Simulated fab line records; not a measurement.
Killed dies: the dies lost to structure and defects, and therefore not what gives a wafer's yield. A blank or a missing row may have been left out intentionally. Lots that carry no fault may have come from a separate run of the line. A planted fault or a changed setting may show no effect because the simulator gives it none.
Chamber matching / flow sky130 / SKY_CONTACT_CMP_27 on cmp-01 has 4 sister chambers
The step polishes, stops on SiO2, t overpolish 15 s, target thk 0 nm. 8 wafers are shown with their chamber, then 9 later ones without.

== EACH WAFER AND ITS CHAMBER ==
wafer=L182.1; chamber=0; motorCurrentA (A)=10.3; timeToEndpointS (s)=80.5
wafer=L186.1; chamber=2; motorCurrentA (A)=13.9; timeToEndpointS (s)=81.1
wafer=L186.2; chamber=1; motorCurrentA (A)=11.2; timeToEndpointS (s)=75.6
wafer=L186.3; chamber=0; motorCurrentA (A)=11.1; timeToEndpointS (s)=81.5
wafer=L187.6; chamber=2; motorCurrentA (A)=12.5; timeToEndpointS (s)=82.6
wafer=L190.3; chamber=1; motorCurrentA (A)=11.5; timeToEndpointS (s)=76.9
wafer=L190.4; chamber=3; motorCurrentA (A)=12.8; timeToEndpointS (s)=78.9
wafer=L190.6; chamber=3; motorCurrentA (A)=11.7; timeToEndpointS (s)=81.8

== WAFERS MISSING THEIR CHAMBER ==
wafer=L192.2; motorCurrentA (A)=11.5; timeToEndpointS (s)=78.0
wafer=L192.3; motorCurrentA (A)=11.4; timeToEndpointS (s)=81.8
wafer=L192.6; motorCurrentA (A)=10.7; timeToEndpointS (s)=81.4
wafer=L193.2; motorCurrentA (A)=11.8; timeToEndpointS (s)=80.1
wafer=L193.4; motorCurrentA (A)=11.1; timeToEndpointS (s)=81.4
wafer=L193.6; motorCurrentA (A)=11.2; timeToEndpointS (s)=79.7
wafer=L194.1; motorCurrentA (A)=13.8; timeToEndpointS (s)=82.6
wafer=L194.3; motorCurrentA (A)=10.3; timeToEndpointS (s)=84.8
wafer=L194.4; motorCurrentA (A)=12.1; timeToEndpointS (s)=82.3

== EACH ONE'S CHAMBER ==
wafer=L192.2; from the rows above=can't be placed: 1 or 3 or 0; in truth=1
wafer=L192.3; from the rows above=can't be placed: 0 or 3 or 2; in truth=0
wafer=L192.6; from the rows above=0; in truth=0
wafer=L193.2; from the rows above=can't be placed: 3 or 0 or 2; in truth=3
wafer=L193.4; from the rows above=can't be placed: 0 or 3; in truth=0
wafer=L193.6; from the rows above=can't be placed: 0 or 3 or 1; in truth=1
wafer=L194.1; from the rows above=can't be placed: 2 or 3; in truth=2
wafer=L194.3; from the rows above=can't be placed: 0 or 3 or 2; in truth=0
wafer=L194.4; from the rows above=can't be placed: 3 or 2 or 0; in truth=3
Placed correctly: 1 of 9. These rows do not allow placing 8 (true chamber among the candidates in 8). Number placed wrongly: 0.
How it was worked out, from the rows above alone: a wafer's distance from a chamber is the root of the sum, over the readings, of the square of ((its reading less the chamber's mean) divided by the reading's scatter). The wafer belongs to the nearest chamber; if the next one is less than 2 further off, it can't be placed. For every chamber, the mean is computed from those of its wafers that are shown. How the scatter is found: for the shown wafers, subtract from each reading the mean of its chamber, square and add these, divide the total by (wafers less chambers), then take the root.
